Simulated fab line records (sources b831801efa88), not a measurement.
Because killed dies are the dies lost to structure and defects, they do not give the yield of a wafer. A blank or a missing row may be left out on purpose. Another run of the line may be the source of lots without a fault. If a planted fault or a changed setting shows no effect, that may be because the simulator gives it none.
Commonality check across tools    flow sky130    12 lots and 36 wafers in the sample

== WHY IT WAS OPENED ==
Of 12 lots, 3 have the reading VIA4_HDPCVD_THK flagged at SKY_VIA4_THK_MEAS_01. Fault-free wafers read 1749 nm, with a standard deviation of 17.
Rule: flag the lot when none of its wafers has a number, or when each of its wafers that has one lies beyond 4 standard deviations from that mean. The rest of the lots are taken to be sound.

lot   measured      on             VIA4_HDPCVD_THK (nm), wafer by wafer  flag
L406  day 42 16:32  film-metro-01  1731 1740 1725                        
L411  day 44 12:56  film-metro-02  2088 2112 2077                        FLAGGED
L412  day 44 18:31  film-metro-01  2124 2091 2118                        FLAGGED
L413  day 44 19:48  film-metro-02  2101 2105 2079                        FLAGGED
L415  day 45 11:38  film-metro-01  1758 1755 1745                        
L419  day 46 13:35  film-metro-03  1775 1770 1751                        
L421  day 46 14:22  film-metro-03  1754 1748 1772                        
L422  day 46 21:13  film-metro-01  1743 1723 1714                        
L425  day 47 13:56  film-metro-02  1743 1748 1763                        
L426  day 47 16:38  film-metro-01  1762 1749 1776                        
L427  day 47 19:15  film-metro-02  1738 1733 1740                        
L429  day 48 14:04  film-metro-02  1721 1745 1740                        
The mean of the flagged lots' numbers is 2099 nm, +350 nm from the usual (+21 standard deviations).

== WHICH TOOL EACH LOT WENT THROUGH ==
The record holds 2 process steps before the reading, out of a route of 708 steps. Read each cell as the tool, then ch plus the chambers that the sampled wafers visited, then the start.
lot   flag     SKY_METAL4_ETCH_17                  SKY_VIA4_HDPCVD_00
L406           rie-diel-03 ch 1,2, day 42 15:35    hdpcvd-01 ch 0,1,2, day 42 16:22
L411  FLAGGED  rie-diel-03 ch 1,2,3, day 44 11:59  hdpcvd-01 ch 1,2, day 44 12:46
L412  FLAGGED  rie-diel-04 ch 0,2,3, day 44 17:29  hdpcvd-01 ch 0,2, day 44 18:20
L413  FLAGGED  rie-diel-03 ch 0,1,2, day 44 18:49  hdpcvd-01 ch 0,1,2, day 44 19:37
L415           rie-diel-04 ch 0,1, day 45 10:32    hdpcvd-02 ch 1,2, day 45 11:28
L419           rie-diel-04 ch 0,3, day 46 12:32    hdpcvd-02 ch 1,2, day 46 13:24
L421           rie-diel-03 ch 0,2,3, day 46 13:20  hdpcvd-02 ch 0,1, day 46 14:10
L422           rie-diel-03 ch 1,3, day 46 20:11    hdpcvd-02 ch 0,1,2, day 46 21:01
L425           rie-diel-04 ch 0,1,2, day 47 12:59  hdpcvd-01 ch 0,1, day 47 13:46
L426           rie-diel-02 ch 1,3, day 47 15:26    hdpcvd-01 ch 0,1,2, day 47 16:26
L427           rie-diel-03 ch 0,1, day 47 18:14    hdpcvd-01 ch 0,2, day 47 19:03
L429           rie-diel-02 ch 0,2,3, day 48 12:59  hdpcvd-01 ch 0,1,2, day 48 13:52
These steps, and what they do:
- SKY_METAL4_ETCH_17: etches SiO2 in C4F8/O2/Ar, stops on TiN, time 3.9 s, target depth 15 nm.
- SKY_VIA4_HDPCVD_00: deposits SiO2, target thk 1750 nm, time 291.7 s.
- SKY_VIA4_THK_MEAS_01

== FLAGGED OVER TOTAL, TOOL BY TOOL (the gauges that took the reading come last) ==
step                  tool           lots run  flagged  share of the flagged lots  sound lots run after its first flagged lot
SKY_METAL4_ETCH_17    rie-diel-02    2         0        none                       -
SKY_METAL4_ETCH_17    rie-diel-03    6         2        some                       3 (L421,L422,L427)
SKY_METAL4_ETCH_17    rie-diel-04    4         1        some                       3 (L415,L419,L425)
SKY_VIA4_HDPCVD_00    hdpcvd-01      8         3        all                        4 (L425,L426,L427,L429)
SKY_VIA4_HDPCVD_00    hdpcvd-02      4         0        none                       -
SKY_VIA4_THK_MEAS_01  film-metro-01  5         1        some                       3 (L415,L422,L426)
SKY_VIA4_THK_MEAS_01  film-metro-02  5         2        some                       3 (L425,L427,L429)
SKY_VIA4_THK_MEAS_01  film-metro-03  2         0        none                       -

== WHAT THE TABLE PERMITS ==
In the table, 1 row covers all flagged lots: hdpcvd-01 at SKY_VIA4_HDPCVD_00.
- hdpcvd-01 at SKY_VIA4_HDPCVD_00 ran 8 lots, 3 of them flagged. After the first flagged lot (L425, L426, L427, L429), sound lots still ran on it; a lasting fault on the whole tool would not permit that. Its own readings (sih4-flow-sccm) fall more than 4 standard deviations out on all wafers of the flagged lots.
Not one row of the table ran every flagged lot while running no sound lot after the first.

== WHAT HAD BEEN PUT IN BY THE SIMULATOR ==
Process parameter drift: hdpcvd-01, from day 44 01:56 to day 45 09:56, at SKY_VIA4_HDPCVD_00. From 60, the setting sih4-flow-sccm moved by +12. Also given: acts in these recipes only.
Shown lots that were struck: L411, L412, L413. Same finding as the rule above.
